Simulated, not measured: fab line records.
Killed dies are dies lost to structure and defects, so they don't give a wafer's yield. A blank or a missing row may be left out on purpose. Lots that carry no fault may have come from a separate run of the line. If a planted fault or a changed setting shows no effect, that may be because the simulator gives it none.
A lot that was struck, set against a sound lot || flow sky130 || 15 steps out of a route of 708
Sound: these wafers, L277.1, L277.3, L277.6. Wafers L294.2, L294.4, L294.5 were the ones struck. At the end, the cause is stated.
Order at every step that has rows: each side's tool, ch and its chambers, its first start. Under that, the readings that differ: sound wafers || struck wafers || difference of the means || sigmas: that difference in standard deviations of wafers without a fault.
alike: readings whose means differ by less than 2 such deviations, and words and numbers that are the same on both sides. not compared: withheld readings, readings that some wafer has no value for, bounds like >300 that may hide the same value, and numbers for which the record gives no deviation and whose values overlap.
The two part at a step that has a row with sigmas, a row that says differs or no value, or rows on one side only. Numbers that have no deviation but don't overlap get no sigmas and don't part them. Lack of a reading on every wafer of one side parts them only where that side has two or more wafers.

SKY_VIA2_STRIP_16: strips in O2/N2.
  sound on plasma-asher-02 ch 1, day 36 11:31; struck on plasma-asher-03 ch 1, day 41 14:46
{"reading": "drypump-motor-current-A (A)", "sound": "6.28 6.28 6.26", "struck": "5.56 5.54 5.54", "difference": -0.73, "sigmas": -3}
  alike: chamber-pressure-mTorr, oes-product-au, strip-time-to-endpoint-s
  not compared: rf-hours-counter-h
then, 4 steps without rows for these wafers: SKY_VIA2_STRIP_17 (strips in post etch residue remover, time 1200 s); SKY_VIA2_CLEAN_18 (cleans in IPA, time 180 s); SKY_VIA2_CLEAN_19 (cleans in O3/DIW); SKY_VIA2_SPUTTER_20 (material TiN, target thk 20 nm, time 80 s).
SKY_VIA2_CVD_21: deposits W, target thk 420 nm, time 126.4 s.
  sound on cvd-w-02 ch 1, day 36 12:10; struck on cvd-w-02 ch 1, day 41 15:50
  alike: chamber-pressure-Torr, heater-power-w
SKY_VIA2_RS_MEAS_22: measurement is done with a four-point probe.
  sound on film-metro-02 at day 36 12:18; struck on film-metro-02 at day 41 15:59
  alike: VIA2_W_RS
SKY_VIA2_THK_MEAS_23: measures by xrf.
  sound on film-metro-02 at day 36 12:25; struck on film-metro-02 at day 41 16:05
  alike: VIA2_W_THK
SKY_VIA2_CMP_24: polishes, stops on SiO2, t overpolish 20 s, target thk 0 nm.
  sound on cmp-02 ch 0,3, day 36 12:29; struck on cmp-02 ch 0,2,3, day 41 16:08
  alike: motor-current-A, overpolish-run-s, platen-rpm, time-to-endpoint-s
then, 1 step without rows for these wafers: SKY_METAL3_SPUTTER_00 (material Ti, target thk 15 nm, time 10 s).
SKY_METAL3_SPUTTER_01: material TiN, target thk 20 nm, time 16.7 s.
  sound on pvd-sputter-01 at day 36 12:48; struck on pvd-sputter-02 at day 41 16:28
  alike: cathode-dc-power-W, chamber-pressure-pa, throttle-valve-pct
then, 1 step without rows for these wafers: SKY_METAL3_SPUTTER_02 (material AlCu, target thk 735 nm, time 39.1 s).
SKY_METAL3_SPUTTER_03: material Ti, target thk 5 nm, time 3.3 s.
  sound on pvd-sputter-01 at day 36 12:52; struck on pvd-sputter-02 at day 41 16:32
  no value came back on the struck wafers for cathode-dc-power-W (W), chamber-pressure-pa (Pa), throttle-valve-pct (%); on the sound wafers cathode-dc-power-W (W) reads 2999.6 2999.8 2999.7
SKY_METAL3_SPUTTER_04: material TiN, target thk 70 nm, time 58.3 s.
  sound on pvd-sputter-01 at day 36 12:53; struck on pvd-sputter-02 at day 41 16:32
{"reading": "chamber-pressure-pa (Pa)", "sound": "0.4005 0.4016 0.4012", "struck": "0.3988 0.3977 0.4003", "difference": -0.0022, "sigmas": -3}
  alike: cathode-dc-power-W, throttle-valve-pct
SKY_PAD_OPEN_PROBE_99:
  the record holds rows for the sound wafers here (prober-01, day 45 21:56) but none for the struck ones

== WHERE THEY PART ==
Last at SKY_PAD_OPEN_PROBE_99 as far as this record goes, first at SKY_VIA2_STRIP_16.

WHY: what had been put in by the simulator
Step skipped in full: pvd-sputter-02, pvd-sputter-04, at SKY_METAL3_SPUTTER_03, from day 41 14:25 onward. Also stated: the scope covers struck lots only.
